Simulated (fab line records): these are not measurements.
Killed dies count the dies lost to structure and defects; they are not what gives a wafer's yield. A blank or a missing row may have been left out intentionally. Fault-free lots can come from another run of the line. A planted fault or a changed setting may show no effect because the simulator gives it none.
Which tool is to blame?	flow gf180mcu	12 lots, 36 wafers sampled, at 6 steps of a route of 602

== WHAT EACH GAUGE READ, for each wafer ==
GF_NWELL_TW_MEAS_11.
lot	measured	on	NWELL_TW
L623	day 3 12:58	film_metro-01	1585 1579 1583
L626	day 4 06:22	film_metro-01	1563 1567 1557
L627	day 4 11:08	film_metro-02	1578 1580 1573
L628	day 4 16:41	film_metro-01	1574 1570 1559
L629	day 4 21:30	film_metro-02	1574 1577 1589
L630	day 5 03:40	film_metro-02	1580 1585 1580
L631	day 5 09:39	film_metro-04	1565 1576 1565
L632	day 5 14:38	film_metro-04	1573 1573 1578
L638	day 7 00:48	film_metro-01	1572 1568 1562
L640	day 7 11:29	film_metro-04	2401 2399 2404
L641	day 7 16:35	film_metro-02	2399 2391 2395
L642	day 7 20:12	film_metro-04	2410 2414 2408

GF_LVPWELL_TW_MEAS_11.
lot	measured	on	LVPWELL_TW
L623	day 4 02:34	film_metro-04	564 563 561
L626	day 4 19:37	film_metro-02	559 561 558
L627	day 5 01:08	film_metro-01	555 558 558
L628	day 5 06:48	film_metro-02	562 559 559
L629	day 5 11:50	film_metro-04	558 560 559
L630	day 5 18:08	film_metro-02	560 561 561
L631	day 6 00:39	film_metro-04	561 560 559
L632	day 6 05:50	film_metro-02	559 565 560
L638	day 7 17:09	film_metro-04	557 556 557
L640	day 8 04:14	film_metro-02	561 563 564
L641	day 8 08:39	film_metro-02	563 565 560
L642	day 8 12:57	film_metro-01	554 552 550

GF_MVSD_OVL_MEAS_07.
lot	measured	on	MVSD_OVL (nm)
L623	day 4 16:10	overlay-01	-1.6 -1.0 -1.6
L626	day 5 09:34	overlay-02	0.7 -1.0 0.3
L627	day 5 14:55	overlay-02	-0.1 -0.3 0.7
L628	day 5 21:16	overlay-01	0.8 1.6 -0.2
L629	day 6 01:55	overlay-01	0.8 1.8 -1.0
L630	day 6 08:24	overlay-01	0.1 -1.1 0.0
L631	day 6 15:28	overlay-02	-1.0 -1.0 0.3
L632	day 6 21:16	overlay-01	0.8 1.4 -0.6
L638	day 8 09:49	overlay-01	-2.1 -1.7 -0.9
L640	day 8 20:31	overlay-02	-2.0 -1.9 -1.7
L641	day 9 00:52	overlay-01	0.6 -1.4 -0.5
L642	day 9 05:19	overlay-02	-1.8 0.4 -0.8

GF_VT_IMPLANT_RS_MEAS_47: measures by four-point-probe.
lot	measured	on	NWELL_RS (ohm/sq)
L623	day 7 19:52	film_metro-01	487.0 487.3 484.9
L626	day 8 16:34	film_metro-01	488.9 487.8 487.2
L627	day 8 23:23	film_metro-02	488.1 487.6 488.1
L628	day 9 05:14	film_metro-04	485.5 486.8 485.1
L629	day 9 12:14	film_metro-04	486.8 485.6 485.1
L630	day 9 18:55	film_metro-04	487.3 485.6 484.8
L631	day 10 02:05	film_metro-02	488.1 488.2 488.0
L632	day 10 09:07	film_metro-04	485.6 485.5 488.0
L638	day 12 03:53	film_metro-01	487.3 487.0 488.1
L640	day 12 18:44	film_metro-01	- - -
L641	day 12 22:39	film_metro-02	- - -
L642	day 13 03:38	film_metro-02	- - -

== TOOL THAT RAN EACH LOT (tool first, then ch and the chambers of the sampled wafers, then the start) ==
lot	GF_NWELL_IMPLANT_08	GF_VT_IMPLANT_STRIP_09
L623	implanter-04 ch 0, day 3 12:37	plasma_asher-02 ch 0,1, day 5 21:14
L626	implanter-01 ch 0, day 4 05:59	plasma_asher-01 ch 0,1, day 6 15:58
L627	implanter-04 ch 0, day 4 10:45	plasma_asher-02 ch 0,1, day 6 21:44
L628	implanter-02 ch 0, day 4 16:18	plasma_asher-01 ch 0,1, day 7 04:08
L629	implanter-02 ch 0, day 4 21:07	plasma_asher-03 ch 0,1, day 7 09:38
L630	implanter-04 ch 0, day 5 03:16	plasma_asher-01 ch 0,1, day 7 16:32
L631	implanter-01 ch 0, day 5 09:16	plasma_asher-01 ch 0, day 7 22:35
L632	implanter-04 ch 0, day 5 14:14	plasma_asher-01 ch 0,1, day 8 05:17
L638	implanter-01 ch 0, day 7 00:25	plasma_asher-01 ch 0,1, day 9 19:59
L640	implanter-01 ch 0, day 7 11:06	plasma_asher-02 ch 0,1, day 10 08:50
L641	implanter-04 ch 0, day 7 16:12	plasma_asher-01 ch 0,1, day 10 12:35
L642	implanter-02 ch 0, day 7 19:49	plasma_asher-02 ch 0,1, day 10 17:29
- GF_NWELL_IMPLANT_08
- GF_VT_IMPLANT_STRIP_09: strips in O2/N2.

== AS READ BY THE TOOLS THEMSELVES (means over the sampled wafers that have a number; for cases with no such wafer, the mark the record gives instead) ==
GF_NWELL_IMPLANT_08.
lot	tool	beam_energy_keV	beam_on_s (s)
L623	implanter-04	450.05	10.32
L626	implanter-01	449.95	10.07
L627	implanter-04	450.11	10.02
L628	implanter-02	449.92	9.88
L629	implanter-02	449.98	10.22
L630	implanter-04	449.89	9.99
L631	implanter-01	449.96	9.99
L632	implanter-04	450.12	10.00
L638	implanter-01	449.94	10.01
L640	implanter-01	450.09	10.11
L641	implanter-04	450.04	10.04
L642	implanter-02	450.23	10.13

GF_VT_IMPLANT_STRIP_09.
lot	tool	drypump_motor_current_A (A)	heater_power_w (W)	o2_flow_sccm (sccm)	oes_product_au (a.u.)	strip_time_to_endpoint_s (s)
L623	plasma_asher-02	6.0	354	3007	0.718	12.56
L626	plasma_asher-01	6.3	333	3002	0.716	12.64
L627	plasma_asher-02	6.0	365	2997	0.713	12.70
L628	plasma_asher-01	6.3	327	2997	0.717	12.65
L629	plasma_asher-03	5.7	313	3000	0.717	12.66
L630	plasma_asher-01	6.3	325	3000	0.717	12.62
L631	plasma_asher-01	6.7	319	2999	0.717	12.66
L632	plasma_asher-01	6.3	327	3002	0.720	12.62
L638	plasma_asher-01	6.3	332	3010	0.712	12.64
L640	plasma_asher-02	6.0	364	3005	0.714	12.58
L641	plasma_asher-01	6.1	339	2998	0.715	12.52
L642	plasma_asher-02	6.0	364	2993	0.719	12.64

== THE ANSWER, worked out from the rows above alone ==
Rule: the usual values come from the lots themselves. Put in order of their means at a reading, lots are off if they are a third of the lots or fewer, leave a main group of 4 or more, and stand apart from it by a gap of 3 or more times the standard deviation of the main group's means; of several such gaps the widest counts. If all means in a main group match to the digits the tables above print for the reading, that group is not used. Also off: a lot with no number at a reading for which 4 or more lots have one. All remaining lots with rows at the step are treated as sound. After the gauges, taken in route order, come the tools' own readings; for these a lot's mean is taken, as printed above. At the first step where some lot is off, the reading lying furthest off is the one used; lots without a number count as furthest.
Off: L640, L641, L642, seen at GF_NWELL_TW_MEAS_11 (NWELL_TW). The main group has a mean of 1574 with a standard deviation of 6.8.
If a tool, at a process step before that reading, ran all the lots that are off and no sound lot after the first of them, it fits. The gauges at GF_NWELL_TW_MEAS_11 are tried like those tools. Of those tried, none fits.

== WHAT THE SIMULATOR HAD PUT IN ==
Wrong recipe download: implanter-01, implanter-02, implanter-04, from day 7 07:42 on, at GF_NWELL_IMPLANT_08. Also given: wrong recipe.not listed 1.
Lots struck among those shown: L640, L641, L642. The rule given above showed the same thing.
